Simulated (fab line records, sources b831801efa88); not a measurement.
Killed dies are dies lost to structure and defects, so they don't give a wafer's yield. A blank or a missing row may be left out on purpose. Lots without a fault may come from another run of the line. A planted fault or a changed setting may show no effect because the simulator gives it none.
Which tool did it? | flow sky130 | 13 lots, 39 wafers sampled, at 5 steps of a route of 708

WHAT THE GAUGES READ, wafer by wafer
SKY_DNWELL_TW_MEAS_09. Usual: DNWELL_TW 1121, standard deviation 5.7.
lot  | measured    | on            | DNWELL_TW      | flag
L230 | day 3 07:15 | film_metro-04 | 1115 1114 1112 |
L231 | day 3 11:42 | film_metro-04 | 1125 1121 1119 |
L235 | day 4 12:16 | film_metro-04 | 1127 1126 1119 |
L237 | day 5 01:13 | film_metro-04 | 1120 1119 1121 |
L238 | day 5 04:49 | film_metro-03 | 1113 1119 1116 |
L241 | day 6 01:04 | film_metro-02 | 1123 1124 1130 |
L242 | day 6 04:01 | film_metro-03 | 1115 1121 1114 |
L245 | day 6 18:31 | film_metro-03 | 1117 1123 1118 |
L246 | day 6 21:21 | film_metro-03 | 1118 1121 1119 |
L247 | day 7 01:28 | film_metro-03 | 1125 1129 1125 |
L248 | day 7 13:16 | film_metro-04 | 1132 1127 1130 |
L252 | day 8 08:16 | film_metro-02 | 1123 1127 1123 |
L253 | day 8 12:45 | film_metro-02 | 1110 1115 1115 |

SKY_NWELL_RS_MEAS_31: measures by four-point-probe. Usual: PWDE_RS 5230 ohm/sq, standard deviation 16.
lot  | measured     | on            | PWDE_RS (ohm/sq) | flag
L230 | day 5 13:08  | film_metro-02 | 5225 5237 5237   |
L231 | day 5 16:17  | film_metro-03 | 5221 5226 5234   |
L235 | day 6 23:22  | film_metro-04 | 5208 5214 5237   |
L237 | day 7 14:06  | film_metro-04 | 5203 5219 5220   |
L238 | day 7 17:32  | film_metro-04 | 5254 5218 5228   |
L241 | day 8 16:13  | film_metro-02 | 5193 5214 5192   |
L242 | day 8 21:01  | film_metro-03 | 5220 5216 5215   |
L245 | day 9 12:20  | film_metro-04 | 5246 5247 5269   |
L246 | day 9 16:20  | film_metro-03 | 5248 5237 5226   |
L247 | day 9 19:49  | film_metro-04 | 5219 5233 5233   |
L248 | day 10 08:29 | film_metro-04 | 5258 5265 5265   |
L252 | day 11 06:59 | film_metro-04 | 5231 5230 5199   |
L253 | day 11 10:37 | film_metro-02 | 5225 5234 5236   |

SKY_VT_ADJUST_HVTP_CD_MEAS_07: target cd 380 nm. Usual: cd_nm 379.2 nm, standard deviation 2.7.
lot  | measured     | on        | cd_nm (nm)        | flag
L230 | day 6 08:09  | cd_sem-02 | 378.1 377.6 376.4 |
L231 | day 6 11:54  | cd_sem-02 | 386.2 386.6 381.7 |
L235 | day 7 21:01  | cd_sem-02 | 377.3 379.2 379.0 |
L237 | day 8 11:34  | cd_sem-01 | 380.2 381.7 383.2 |
L238 | day 8 15:05  | cd_sem-02 | 378.2 378.1 381.3 |
L241 | day 9 13:40  | cd_sem-01 | 381.1 381.3 380.8 |
L242 | day 9 18:43  | cd_sem-02 | 372.3 373.6 374.4 |
L245 | day 10 10:18 | cd_sem-02 | 378.8 377.0 376.2 |
L246 | day 10 14:32 | cd_sem-02 | 381.0 378.9 382.7 |
L247 | day 10 19:07 | cd_sem-01 | 378.3 382.2 381.4 |
L248 | day 11 08:44 | cd_sem-01 | 378.2 379.4 379.0 |
L252 | day 12 07:25 | cd_sem-02 | 380.7 379.1 377.9 |
L253 | day 12 11:27 | cd_sem-02 | 378.1 377.9 377.4 |

SKY_VT_ADJUST_HVTP_TW_MEAS_11. Usual: VT_ADJUST_HVTP_TW 1354, standard deviation 12.
lot  | measured     | on            | VT_ADJUST_HVTP_TW             | flag
L230 | day 6 08:34  | film_metro-04 | 1353 1356 1355                |
L231 | day 6 12:19  | film_metro-03 | 1365 1367 1363                |
L235 | day 7 21:25  | film_metro-03 | 1361 1366 1368                |
L237 | day 8 11:58  | film_metro-03 | 1363 1365 1364                |
L238 | day 8 15:29  | film_metro-01 | 1353 1357 1352                |
L241 | day 9 14:04  | film_metro-04 | 1363 1369 1372                |
L242 | day 9 19:07  | film_metro-01 | 1333 1330 1338                |
L245 | day 10 10:43 | film_metro-04 | 1361 1354 1361                |
L246 | day 10 14:56 | film_metro-04 | 1402 1403 1399 1401 1403 1398 | OFF
L247 | day 10 19:31 | film_metro-01 | 1343 1336 1335                |
L248 | day 11 09:08 | film_metro-04 | 1405 1396 1407 1404 1405 1398 | OFF
L252 | day 12 07:49 | film_metro-03 | 1368 1373 1375                |
L253 | day 12 11:52 | film_metro-04 | 1367 1368 1359                |

WHICH TOOL RAN EACH LOT (tool, then ch and the chambers of the sampled wafers, then the start)
lot  | SKY_VT_ADJUST_HVTP_IMPLANT_09
L230 | implanter-03 ch 0, day 6 08:19
L231 | implanter-03 ch 0, day 6 12:04
L235 | implanter-01 ch 0, day 7 21:11
L237 | implanter-03 ch 0, day 8 11:44
L238 | implanter-04 ch 0, day 8 15:14
L241 | implanter-04 ch 0, day 9 13:50
L242 | implanter-03 ch 0, day 9 18:53
L245 | implanter-01 ch 0, day 10 10:28
L246 | implanter-03 ch 0, day 10 14:41
L247 | implanter-01 ch 0, day 10 19:17
L248 | implanter-03 ch 0, day 11 08:53
L252 | implanter-04 ch 0, day 12 07:35
L253 | implanter-01 ch 0, day 12 11:37
- SKY_VT_ADJUST_HVTP_IMPLANT_09

WHAT THE TOOLS THEMSELVES READ (means of the sampled wafers that have a number; where no wafer has one, the mark that the record gives instead)
SKY_VT_ADJUST_HVTP_IMPLANT_09. Usual: beam_energy_keV 150.00, standard deviation 0.049.
lot  | tool         | beam_energy_keV | flag
L230 | implanter-03 | 149.99          |
L231 | implanter-03 | 150.04          |
L235 | implanter-01 | 150.01          |
L237 | implanter-03 | 150.04          |
L238 | implanter-04 | 149.94          |
L241 | implanter-04 | 149.93          |
L242 | implanter-03 | 150.04          |
L245 | implanter-01 | 150.00          |
L246 | implanter-03 | 168.40          | OFF
L247 | implanter-01 | 149.92          |
L248 | implanter-03 | 168.32          | OFF
L252 | implanter-04 | 150.03          |
L253 | implanter-01 | 150.00          |

THE ANSWER, worked out from the rows above alone
Rule: a lot is off if the mean of its wafers that have a number lies more than 3 standard deviations from the usual mean. A lot without any number at a reading at which 4 lots or more have one is off too. The other lots that the step has rows for count as sound. The gauges are gone through in route order, then the tools' own readings, and for those a lot's mean is taken as printed above. The first step at which some lot is off is used, and at that step the reading that is off furthest; a lot without a number counts as furthest.
Off: L246, L248, at SKY_VT_ADJUST_HVTP_TW_MEAS_11 (VT_ADJUST_HVTP_TW).
A tool fits if, at a process step before that reading, it ran every lot that is off, and no sound lot after the first of them. The gauges at SKY_VT_ADJUST_HVTP_TW_MEAS_11 aren't tried: what is off there is off at SKY_VT_ADJUST_HVTP_IMPLANT_09 too, on other tools, and a gauge's error can't cause that. One fits: implanter-03 at SKY_VT_ADJUST_HVTP_IMPLANT_09. Its last sound lot is L242 (day 9 18:53), its first lot that is off L246 (day 10 14:41): a fault that began between those two fits.
The tool's own readings at SKY_VT_ADJUST_HVTP_IMPLANT_09 bear it out: on the lots that are off they differ by more than 5 times the standard deviation of the sound lots' means. beam_energy_keV reads 168.36 there against 149.99 on the sound lots.

WHAT THE SIMULATOR HAD PUT IN
Process parameter drift: implanter-03, from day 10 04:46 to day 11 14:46, at SKY_VT_ADJUST_HVTP_IMPLANT_09. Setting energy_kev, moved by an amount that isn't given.
Lots struck among those shown: L246, L248. The rule above found the same.
